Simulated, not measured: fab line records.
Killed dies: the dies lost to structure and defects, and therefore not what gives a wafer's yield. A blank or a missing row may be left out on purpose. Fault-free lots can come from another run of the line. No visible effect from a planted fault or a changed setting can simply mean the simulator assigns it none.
fab line records	flow gf180mcu	part 1 of 2: steps 1 to 26 of 36
record: lots: 5	wafers: 15	lastDay: 33
route steps=602 shown M2@369 V2@382
lots that met no fault: from a run of the same line without faults
startH: the number of hours between the record's first day and the start of the first shown wafer of the lot	waitH: how many hours have passed since the lot's step before this one	" same as the row above	L1.1+2: several wafers, shown together as one row	- either no value or no given start	* or withheld: withheld	< > ~ a bound
route shown NAME@n: names a module that has steps shown in the file, with the first one's number in the route	usual: mean and standard deviation over wafers with no fault	same: alike in all rows	chamber/n: place in a boat	sites: each site's reading	_std_site: the values' standard deviation	_edge_site: the outer-site mean with the inner-site mean subtracted	radiusMm: for every site, how far away it sits from the centre of the wafer	mask NAME#n: copy n	behind: the most recent tool/chamber to have shaped the wafer	hold: why the lot went on hold/how many hours it stayed there/how the hold came to an end	device: whichever transistor did not switch (one of n, p or np)	end of line: at the end of the route, the tests of the same wafers	a step with no rows: only its recipe	killed: dies that structure and defects cost at the first sort, which is not the same as the wafer's yield	map: a wafer's dies, marking killed ones x, the rest . and places with no die _
set.NAME: the setting the step ran with; set.NAME@STEP: the setting that earlier step ran with	model.NAME: the simulator's own value behind a step, which no gauge read
lots at some steps of the route; a table a step, a row a wafer
services: when a tool's chamber went out of use (startH, in hours from the record's first day, below 0 if earlier), for how many hours, and the reason
== steps ==
step: GF_M2_DEHYDRATE_07
recipe: tempC: 200	timeS: 60
usual: exhaustPa: 44.8/0.93
lot.wafer	tool	chamber	startH	waitH	exhaustPa
L074.1	lithoTrack-01	0	420.03	11.4	47.1
L074.4	"	0	"	"	45.3
L074.6	"	0	"	"	46.3
L078.4	lithoTrack-01	0	460.21	11.5	46.2
L078.5	"	0	"	"	46.8
L078.6	"	0	"	"	42.9
L079.1	lithoTrack-03	0	461.37	11.6	44.2
L079.4	"	0	"	"	44.3
L079.6	"	0	"	"	45.1
L083.1	lithoTrack-04	0	497.26	10.8	45.0
L083.2	"	0	"	"	43.1
L083.6	"	0	"	"	46.0
L091.4	lithoTrack-03	0	592.04	9.9	44.7
L091.5	"	0	"	"	45.4
L091.6	"	0	"	"	44.0
step: GF_M2_HMDS_08
recipe: primeTimeS: 60	primeTempC: 120
usual: exhaustPa: 45.2/0.95	primeTempC: 119.99/0.14
lot.wafer	tool	chamber	startH	waitH	exhaustPa	primeTempC
L074.1	lithoTrack-01	0	420.18	0.1	45.3	120.09
L074.4	"	0	"	"	45.7	120.04
L074.6	"	0	"	"	45.1	119.84
L078.4	lithoTrack-01	0	460.36	0.1	46.3	120.12
L078.5	"	0	"	"	44.5	119.97
L078.6	"	0	"	"	45.8	119.72
L079.1	lithoTrack-03	0	461.52	0.1	47.2	120.01
L079.4	"	0	"	"	46.6	120.04
L079.6	"	0	"	"	47.2	119.79
L083.1	lithoTrack-04	0	497.41	0.1	45.4	120.16
L083.2	"	0	"	"	45.0	119.98
L083.6	"	0	"	"	44.7	120.19
L091.4	lithoTrack-03	0	592.19	0.1	45.2	120.13
L091.5	"	0	"	"	45.6	119.98
L091.6	"	0	"	"	45.0	120.12
step: GF_M2_COAT_09
recipe: resist: KrF	spinRpm: withheld	resistThkNm: 1000
usual: exhaustPa: 44.8/0.82
lot.wafer	tool	chamber	startH	waitH	exhaustPa
L074.1	lithoTrack-01	0	420.33	0.1	43.7
L074.4	"	0	"	"	45.7
L074.6	"	0	"	"	45.2
L078.4	lithoTrack-01	0	460.51	0.1	44.0
L078.5	"	0	"	"	44.7
L078.6	"	0	"	"	43.8
L079.1	lithoTrack-03	0	461.67	0.1	45.9
L079.4	"	0	"	"	45.1
L079.6	"	0	"	"	44.7
L083.1	lithoTrack-04	0	497.56	0.1	46.4
L083.2	"	0	"	"	45.7
L083.6	"	0	"	"	45.7
L091.4	lithoTrack-03	0	592.34	0.1	44.7
L091.5	"	0	"	"	43.7
L091.6	"	0	"	"	44.6
step: GF_M2_SOFTBAKE_10
recipe: tempC: 130	timeS: 60	resist: KrF
usual: exhaustPa: 44.9/0.82
lot.wafer	tool	chamber	startH	waitH	exhaustPa
L074.1	lithoTrack-01	0	420.48	0.1	43.9
L074.4	"	0	"	"	44.9
L074.6	"	0	"	"	44.1
L078.4	lithoTrack-01	0	460.66	0.1	45.1
L078.5	"	0	"	"	44.5
L078.6	"	0	"	"	45.1
L079.1	lithoTrack-03	0	461.82	0.1	45.6
L079.4	"	0	"	"	45.7
L079.6	"	0	"	"	45.9
L083.1	lithoTrack-04	0	497.71	0.1	45.5
L083.2	"	0	"	"	44.6
L083.6	"	0	"	"	45.8
L091.4	lithoTrack-03	0	592.49	0.1	44.8
L091.5	"	0	"	"	46.4
L091.6	"	0	"	"	45.5
step: GF_M2_EXPOSE_11
recipe: maskId: Metal2	targetCdNm: 280	na: 0.68	sourceShape: conventional	sigmaOuter: 0.6	doseMj: 28
usual: reticleTempC: 23.00/0.11
lot.wafer	tool	chamber	startH	waitH	mask	reticleTempC
L074.1	krfScanner-02	0	-	-	Metal2#0	22.89
L074.4	"	0	"	"	Metal2#0	23.13
L074.6	"	0	"	"	Metal2#0	22.99
L078.4	krfScanner-02	0	-	-	Metal2#0	23.06
L078.5	"	0	"	"	Metal2#0	22.86
L078.6	"	0	"	"	Metal2#0	22.87
L079.1	krfScanner-01	0	-	-	Metal2#0	23.02
L079.4	"	0	"	"	Metal2#0	22.96
L079.6	"	0	"	"	Metal2#0	22.99
L083.1	krfScanner-02	0	-	-	Metal2#0	23.10
L083.2	"	0	"	"	Metal2#0	23.13
L083.6	"	0	"	"	Metal2#0	23.05
L091.4	krfScanner-01	0	-	-	Metal2#0	22.99
L091.5	"	0	"	"	Metal2#0	23.04
L091.6	"	0	"	"	Metal2#0	22.96
step: GF_M2_PEB_12
recipe: pebTempC: 135	pebTimeS: 90	resist: KrF
usual: exhaustPa: 44.9/0.8
same: pebTimeS: 90
lot.wafer	tool	chamber	startH	waitH	exhaustPa
L074.1	lithoTrack-04	0	-	-	43.7
L074.4	"	0	"	"	44.6
L074.6	"	0	"	"	45.0
L078.4	lithoTrack-01	0	-	-	45.0
L078.5	"	0	"	"	45.0
L078.6	"	0	"	"	45.2
L079.1	lithoTrack-01	0	-	-	44.4
L079.4	"	0	"	"	46.1
L079.6	"	0	"	"	46.4
L083.1	lithoTrack-04	0	-	-	46.3
L083.2	"	0	"	"	45.0
L083.6	"	0	"	"	44.6
L091.4	lithoTrack-04	0	-	-	45.1
L091.5	"	0	"	"	44.8
L091.6	"	0	"	"	45.3
step: GF_M2_DEVELOP_13
recipe: developTimeS: 60	devTempC: 21
usual: exhaustPa: 45.1/0.95
same: developTimeS: 60
lot.wafer	tool	chamber	startH	waitH	exhaustPa
L074.1	lithoTrack-04	0	431.46	0.2	46.6
L074.4	"	0	"	"	46.0
L074.6	"	0	"	"	46.3
L078.4	lithoTrack-01	0	471.36	0.1	46.0
L078.5	"	0	"	"	44.5
L078.6	"	0	"	"	44.4
L079.1	lithoTrack-01	0	472.68	0.2	44.0
L079.4	"	0	"	"	44.2
L079.6	"	0	"	"	44.8
L083.1	lithoTrack-04	0	510.11	0.2	44.7
L083.2	"	0	"	"	44.6
L083.6	"	0	"	"	45.3
L091.4	lithoTrack-04	0	603.49	0.1	46.0
L091.5	"	0	"	"	46.6
L091.6	"	0	"	"	44.6
step: GF_M2_CD_MEAS_14
recipe: targetCdNm: 280
usual: cdNm: 279.7/1.3
lot.wafer	tool	chamber	startH	waitH	cdNm
L074.1	cdSem-01	-	431.61	0.1	281.2
L074.4	"	-	"	"	280.6
L074.6	"	-	"	"	281.3
L078.4	cdSem-01	-	471.49	0.1	280.0
L078.5	"	-	"	"	279.8
L078.6	"	-	"	"	279.3
L079.1	cdSem-01	-	472.83	0.1	280.4
L079.4	"	-	"	"	281.6
L079.6	"	-	"	"	280.7
L083.1	cdSem-02	-	510.26	0.1	280.8
L083.2	"	-	"	"	278.9
L083.6	"	-	"	"	279.8
L091.4	cdSem-01	-	603.62	0.1	279.1
L091.5	"	-	"	"	280.1
L091.6	"	-	"	"	278.8
step: GF_M2_OVL_MEAS_15
usual: M2_OVL: 1/5.8
lot.wafer	tool	chamber	startH	waitH	M2_OVL[nm]
L074.1	overlay-02	-	431.73	0.1	6
L074.4	"	-	"	"	-3
L074.6	"	-	"	"	0
L078.4	overlay-01	-	471.57	0.1	6
L078.5	"	-	"	"	-2
L078.6	"	-	"	"	0
L079.1	overlay-02	-	472.95	0.1	21
L079.4	"	-	"	"	10
L079.6	"	-	"	"	11
L083.1	overlay-02	-	510.38	0.1	2
L083.2	"	-	"	"	-2
L083.6	"	-	"	"	-5
L091.4	overlay-02	-	603.70	0.1	8
L091.5	"	-	"	"	8
L091.6	"	-	"	"	-7
step: GF_M2_METAL_ETCH_16
recipe: chemistry: Cl2/BCl3	maskMaterial: KrF	targetDepthNm: 750.8	stopOn: SiO2	pressureMtorr: 8	icpW: 800	biasW: 140	Cl2_flow_sccm: 80	bcl3FlowSccm: 40	timeS: 125.1
usual: drypumpMotorCurrentA: 5.8/0.46	oesProductAu: 0.992/0.0051	rfFwdPowerW: 796.0/2.4	throttleValvePct: 28.229/0.01
lot.wafer	tool	chamber	startH	waitH	drypumpMotorCurrentA	oesProductAu	rfFwdPowerW	rfHoursCounterH	throttleValvePct
L074.1	rieMetal-03	1	431.77	0.0	5.5	0.994	798.8	7	28.233
L074.4	"	0	"	"	5.5	0.984	797.1	-	28.223
L074.6	"	1	"	"	5.5	0.988	795.6	-	28.233
L078.4	rieMetal-01	0	471.63	0.1	6.0	0.995	796.3	-	28.224
L078.5	"	1	"	"	5.4	0.996	800.1	-	28.223
L078.6	"	0	"	"	6.0	0.994	794.3	-	28.219
L079.1	rieMetal-02	0	472.99	0.0	5.7	0.990	797.7	7	28.237
L079.4	"	0	"	"	5.7	0.991	796.9	-	28.214
L079.6	"	0	"	"	5.7	0.996	797.6	-	28.239
L083.1	rieMetal-02	1	510.42	0.0	6.7	0.977	792.7	13	28.246
L083.2	"	0	"	"	5.7	0.993	795.5	8	28.234
L083.6	"	1	"	"	6.6	0.990	794.1	-	28.234
L091.4	rieMetal-02	1	603.76	0.1	6.6	0.988	793.3	-	28.262
L091.5	"	0	"	"	5.7	0.997	793.8	-	28.232
L091.6	"	1	"	"	6.7	0.993	795.4	-	28.235
step: GF_M2_STRIP_17
recipe: chemistry: O2/N2	powerW: 1400	pressureMtorr: 1500	platenTempC: 250	o2FlowSccm: 3000	n2FlowSccm: 300	overashFraction: 0.5
usual: drypumpMotorCurrentA: 5.8/0.58	heaterPowerW: 347/23	oesProductAu: 0.536/0.0048	stripTimeToEndpointS: 7.35/0.046
lot.wafer	tool	chamber	startH	waitH	drypumpMotorCurrentA	heaterPowerW	oesProductAu	rfHoursCounterH	stripTimeToEndpointS
L074.1	plasmaAsher-01	1	431.90	0.1	6.4	362	0.533	78	7.37
L074.4	"	0	"	"	6.5	342	0.534	-	7.33
L074.6	"	1	"	"	6.3	360	0.539	-	7.37
L078.4	plasmaAsher-01	0	471.75	0.1	6.5	335	0.537	-	7.35
L078.5	"	0	"	"	6.5	328	0.546	-	7.30
L078.6	"	1	"	"	6.3	356	0.539	-	7.28
L079.1	plasmaAsher-01	1	473.12	0.1	6.3	362	0.535	82	7.34
L079.4	"	1	"	"	6.3	371	0.533	-	7.31
L079.6	"	1	"	"	6.3	360	0.530	-	7.36
L083.1	plasmaAsher-03	1	510.55	0.1	5.3	317	0.540	73	7.37
L083.2	"	0	"	"	5.6	373	0.527	73	7.31
L083.6	"	1	"	"	5.2	311	0.535	-	7.33
L091.4	plasmaAsher-01	0	603.88	0.1	6.5	337	0.544	-	7.44
L091.5	"	1	"	"	6.3	369	0.531	-	7.38
L091.6	"	0	"	"	6.5	329	0.543	-	7.43
step: GF_M2_STRIP_18
recipe: chemistry: postEtchResidueRemover	timeS: 1200	tempC: 72.5
lot.wafer	tool	chamber	startH	waitH
L074.1+4+6	wetBench-02	2	432.00	0.1
L078.4+5+6	wetBench-04	3	471.82	0.0
L079.1+4+6	wetBench-04	3	473.22	0.1
L083.1+2+6	wetBench-04	3	510.65	0.1
L091.4+5+6	wetBench-02	2	603.95	0.0
step: GF_M2_CLEAN_19
recipe: chemistry: DIW	dry: n2Spin
lot.wafer	tool	chamber	startH	waitH
L074.1+4+6	wetBench-03	1	432.41	0.0
L078.4+5+6	wetBench-02	0	472.16	0.0
L079.1+4+6	wetBench-03	2	473.59	0.0
L083.1+2+6	wetBench-03	0	510.99	0.0
L091.4+5+6	wetBench-04	2	604.32	0.0
step: GF_V2_CVD_00
recipe: material: SiO2	targetThkNm: 600	sigmaOpenFrac: 0.3	tempC: 400	timeS: 100	sih4FlowSccm: 60	pressureMtorr: 6
lot.wafer	tool	chamber	startH	waitH
L074.1+4+6	hdpcvd-01	0,0,2	432.50	0.0
L078.4+5+6	hdpcvd-02	0,2,1	472.29	0.0
L079.1+4+6	hdpcvd-01	1,0,1	473.69	0.0
L083.1+2+6	hdpcvd-02	0,2,1	511.08	0.0
L091.4+5+6	hdpcvd-02	2,1,0	604.46	0.0
step: GF_V2_THK_MEAS_01
recipe: reads: SiO2_of_V2_CVD_00
usual: V2_CVD_00_THK: 597/8.5
lot.wafer	tool	chamber	startH	waitH	V2_CVD_00_THK[nm]
L074.1	filmMetro-04	-	432.57	0.0	607
L074.4	"	-	"	"	602
L074.6	"	-	"	"	601
L078.4	filmMetro-02	-	472.35	0.0	606
L078.5	"	-	"	"	603
L078.6	"	-	"	"	601
L079.1	filmMetro-04	-	473.76	0.0	590
L079.4	"	-	"	"	594
L079.6	"	-	"	"	590
L083.1	filmMetro-04	-	511.15	0.0	610
L083.2	"	-	"	"	607
L083.6	"	-	"	"	601
L091.4	filmMetro-04	-	604.52	0.0	615
L091.5	"	-	"	"	612
L091.6	"	-	"	"	619
step: GF_V2_CVD_02
recipe: material: SiO2	targetThkNm: 850	precursor: TEOS	tempC: 400	timeS: 94.851	rfW: 600
usual: heaterPowerW: 723/74	rfFwdPowerW: 596.1/2
lot.wafer	tool	chamber	startH	waitH	heaterPowerW	rfFwdPowerW
L074.1	pecvd-02	2	432.63	0.1	630	599.2
L074.4	"	1	"	"	741	595.6
L074.6	"	2	"	"	686	595.1
L078.4	pecvd-02	2	472.42	0.1	704	596.4
L078.5	"	0	"	"	838	595.7
L078.6	"	1	"	"	721	593.8
L079.1	pecvd-03	1	473.82	0.1	733	596.8
L079.4	"	1	"	"	768	600.5
L079.6	"	2	"	"	662	597.2
L083.1	pecvd-02	0	511.21	0.1	799	596.9
L083.2	"	1	"	"	791	595.7
L083.6	"	2	"	"	692	595.6
L091.4	pecvd-02	2	604.59	0.1	714	596.9
L091.5	"	0	"	"	689	596.3
L091.6	"	1	"	"	757	594.5
step: GF_V2_THK_MEAS_03
recipe: reads: SiO2_of_V2_CVD_02
usual: V2_CVD_02_THK: 853/12
lot.wafer	tool	chamber	startH	waitH	V2_CVD_02_THK[nm]
L074.1	filmMetro-03	-	432.70	0.0	846
L074.4	"	-	"	"	862
L074.6	"	-	"	"	862
L078.4	filmMetro-02	-	472.48	0.0	879
L078.5	"	-	"	"	858
L078.6	"	-	"	"	870
L079.1	filmMetro-03	-	473.89	0.0	828
L079.4	"	-	"	"	839
L079.6	"	-	"	"	860
L083.1	filmMetro-03	-	511.28	0.0	854
L083.2	"	-	"	"	859
L083.6	"	-	"	"	862
L091.4	filmMetro-03	-	604.65	0.0	851
L091.5	"	-	"	"	844
L091.6	"	-	"	"	852
step: GF_V2_CMP_04
recipe: material: SiO2	downForcePsi: 4	platenRpm: 60	padVelocityMS: 0.94248
usual: motorCurrentA: 11.9/1.6	timeToEndpointS: 81/5.6
lot.wafer	tool	chamber	startH	waitH	motorCurrentA	timeToEndpointS
L074.1	cmp-02	2	432.81	0.1	12.7	81
L074.4	"	3	"	"	11.2	83
L074.6	"	2	"	"	13.1	85
L078.4	cmp-02	0	472.61	0.1	12.8	92
L078.6	"	2	"	"	12.4	88
L078.5	"	3	"	"	11.3	83
L079.4	cmp-01	0	473.95	0.0	9.9	74
L079.1	"	1	"	"	11.2	70
L079.6	"	1	"	"	11.1	81
L083.2	cmp-01	0	511.34	0.0	9.3	87
L083.1	"	1	"	"	11.1	89
L083.6	"	1	"	"	11.1	88
L091.4	cmp-01	0	604.73	0.1	10.0	80
L091.6	"	3	"	"	9.6	84
L091.5	"	0	"	"	9.7	77
step: GF_V2_BOW_MEAS_05
recipe: mode: bow
usual: V2_BOW: 100/8.7
lot.wafer	tool	chamber	startH	waitH	V2_BOW[um]
L074.1	filmMetro-02	-	433.06	0.2	103
L074.4	"	-	"	"	100
L074.6	"	-	"	"	101
L078.4	filmMetro-02	-	472.87	0.2	89
L078.5	"	-	"	"	93
L078.6	"	-	"	"	94
L079.1	filmMetro-04	-	474.25	0.2	97
L079.4	"	-	"	"	99
L079.6	"	-	"	"	98
L083.1	filmMetro-03	-	511.64	0.2	100
L083.2	"	-	"	"	100
L083.6	"	-	"	"	97
L091.4	filmMetro-02	-	605.04	0.3	111
L091.5	"	-	"	"	107
L091.6	"	-	"	"	100
step: GF_V2_DEHYDRATE_06
recipe: tempC: 200	timeS: 60
usual: exhaustPa: 45.0/0.99
lot.wafer	tool	chamber	startH	waitH	exhaustPa
L074.1	lithoTrack-02	0	444.48	11.4	46.4
L074.4	"	0	"	"	45.2
L074.6	"	0	"	"	46.1
L078.4	lithoTrack-02	0	484.65	11.8	45.3
L078.5	"	0	"	"	44.8
L078.6	"	0	"	"	44.8
L079.1	lithoTrack-01	0	485.88	11.6	44.9
L079.4	"	0	"	"	46.5
L079.6	"	0	"	"	45.4
L083.1	lithoTrack-02	0	522.08	10.4	44.9
L083.2	"	0	"	"	45.5
L083.6	"	0	"	"	45.0
L091.4	lithoTrack-03	0	614.24	9.2	45.5
L091.5	"	0	"	"	45.3
L091.6	"	0	"	"	46.6
step: GF_V2_HMDS_07
recipe: primeTimeS: 60	primeTempC: 120
usual: exhaustPa: 45.1/0.88	primeTempC: 119.98/0.13
lot.wafer	tool	chamber	startH	waitH	exhaustPa	primeTempC
L074.1	lithoTrack-02	0	444.63	0.1	44.7	119.93
L074.4	"	0	"	"	44.6	120.10
L074.6	"	0	"	"	45.6	120.03
L078.4	lithoTrack-02	0	484.80	0.1	45.9	119.89
L078.5	"	0	"	"	43.9	119.96
L078.6	"	0	"	"	45.9	120.09
L079.1	lithoTrack-01	0	486.03	0.1	46.7	119.72
L079.4	"	0	"	"	46.3	120.06
L079.6	"	0	"	"	44.4	119.95
L083.1	lithoTrack-02	0	522.23	0.1	45.0	120.05
L083.2	"	0	"	"	44.1	119.97
L083.6	"	0	"	"	44.8	119.98
L091.4	lithoTrack-03	0	614.39	0.1	46.2	120.06
L091.5	"	0	"	"	44.8	120.12
L091.6	"	0	"	"	45.0	120.15
step: GF_V2_COAT_08
recipe: resist: BARC	tempC: withheld	timeS: withheld	spinRpm: withheld	resistThkNm: withheld
usual: exhaustPa: 45.0/0.93
lot.wafer	tool	chamber	startH	waitH	exhaustPa
L074.1	lithoTrack-02	0	444.78	0.1	44.9
L074.4	"	0	"	"	44.3
L074.6	"	0	"	"	44.9
L078.4	lithoTrack-02	0	484.95	0.1	46.8
L078.5	"	0	"	"	47.4
L078.6	"	0	"	"	45.3
L079.1	lithoTrack-01	0	486.18	0.1	45.4
L079.4	"	0	"	"	46.8
L079.6	"	0	"	"	45.3
L083.1	lithoTrack-02	0	522.38	0.1	46.0
L083.2	"	0	"	"	45.2
L083.6	"	0	"	"	45.1
L091.4	lithoTrack-03	0	614.54	0.1	46.9
L091.5	"	0	"	"	45.8
L091.6	"	0	"	"	45.3
step: GF_V2_COAT_09
recipe: resist: KrF	spinRpm: withheld	resistThkNm: 1000
usual: exhaustPa: 44.9/0.89
lot.wafer	tool	chamber	startH	waitH	exhaustPa
L074.1	lithoTrack-02	0	-	-	43.6
L074.4	"	0	"	"	44.4
L074.6	"	0	"	"	44.2
L078.4	lithoTrack-02	0	-	-	43.9
L078.5	"	0	"	"	46.0
L078.6	"	0	"	"	45.5
L079.1	lithoTrack-01	0	-	-	44.3
L079.4	"	0	"	"	44.3
L079.6	"	0	"	"	44.1
L083.1	lithoTrack-02	0	-	-	44.4
L083.2	"	0	"	"	45.1
L083.6	"	0	"	"	43.3
L091.4	lithoTrack-03	0	-	-	45.6
L091.5	"	0	"	"	44.7
L091.6	"	0	"	"	45.0
step: GF_V2_SOFTBAKE_10
recipe: tempC: 130	timeS: 60	resist: KrF
usual: exhaustPa: 44.9/0.93
lot.wafer	tool	chamber	startH	waitH	exhaustPa
L074.1	lithoTrack-02	0	-	-	44.2
L074.4	"	0	"	"	43.5
L074.6	"	0	"	"	44.4
L078.4	lithoTrack-02	0	-	-	45.0
L078.5	"	0	"	"	44.1
L078.6	"	0	"	"	44.2
L079.1	lithoTrack-01	0	-	-	44.4
L079.4	"	0	"	"	44.6
L079.6	"	0	"	"	44.6
L083.1	lithoTrack-02	0	-	-	44.2
L083.2	"	0	"	"	45.1
L083.6	"	0	"	"	46.3
L091.4	lithoTrack-03	0	-	-	44.0
L091.5	"	0	"	"	46.0
L091.6	"	0	"	"	45.6
step: GF_V2_EXPOSE_11
recipe: maskId: Via2	targetCdNm: 260	na: 0.68	sourceShape: conventional	sigmaOuter: 0.6	doseMj: 38
usual: reticleTempC: 22.99/0.11
lot.wafer	tool	chamber	startH	waitH	mask	reticleTempC
L074.1	krfScanner-01	0	-	-	Via2#0	23.04
L074.4	"	0	"	"	Via2#0	23.06
L074.6	"	0	"	"	Via2#0	22.74
L078.4	krfScanner-02	0	-	-	Via2#0	23.09
L078.5	"	0	"	"	Via2#0	23.02
L078.6	"	0	"	"	Via2#0	23.07
L079.1	krfScanner-01	0	-	-	Via2#0	22.98
L079.4	"	0	"	"	Via2#0	23.05
L079.6	"	0	"	"	Via2#0	22.86
L083.1	krfScanner-01	0	-	-	Via2#0	22.99
L083.2	"	0	"	"	Via2#0	23.02
L083.6	"	0	"	"	Via2#0	23.00
L091.4	krfScanner-02	0	-	-	Via2#0	23.12
L091.5	"	0	"	"	Via2#0	23.12
L091.6	"	0	"	"	Via2#0	23.04
step: GF_V2_PEB_12
recipe: pebTempC: 135	pebTimeS: 90	resist: KrF
usual: exhaustPa: 44.9/0.96
same: pebTimeS: 90
lot.wafer	tool	chamber	startH	waitH	exhaustPa
L074.1	lithoTrack-01	0	-	-	43.9
L074.4	"	0	"	"	45.5
L074.6	"	0	"	"	45.7
L078.4	lithoTrack-01	0	-	-	44.3
L078.5	"	0	"	"	43.2
L078.6	"	0	"	"	44.8
L079.1	lithoTrack-01	0	-	-	45.4
L079.4	"	0	"	"	43.5
L079.6	"	0	"	"	44.5
L083.1	lithoTrack-01	0	-	-	43.4
L083.2	"	0	"	"	43.7
L083.6	"	0	"	"	44.0
L091.4	lithoTrack-02	0	-	-	45.1
L091.5	"	0	"	"	44.1
L091.6	"	0	"	"	45.5
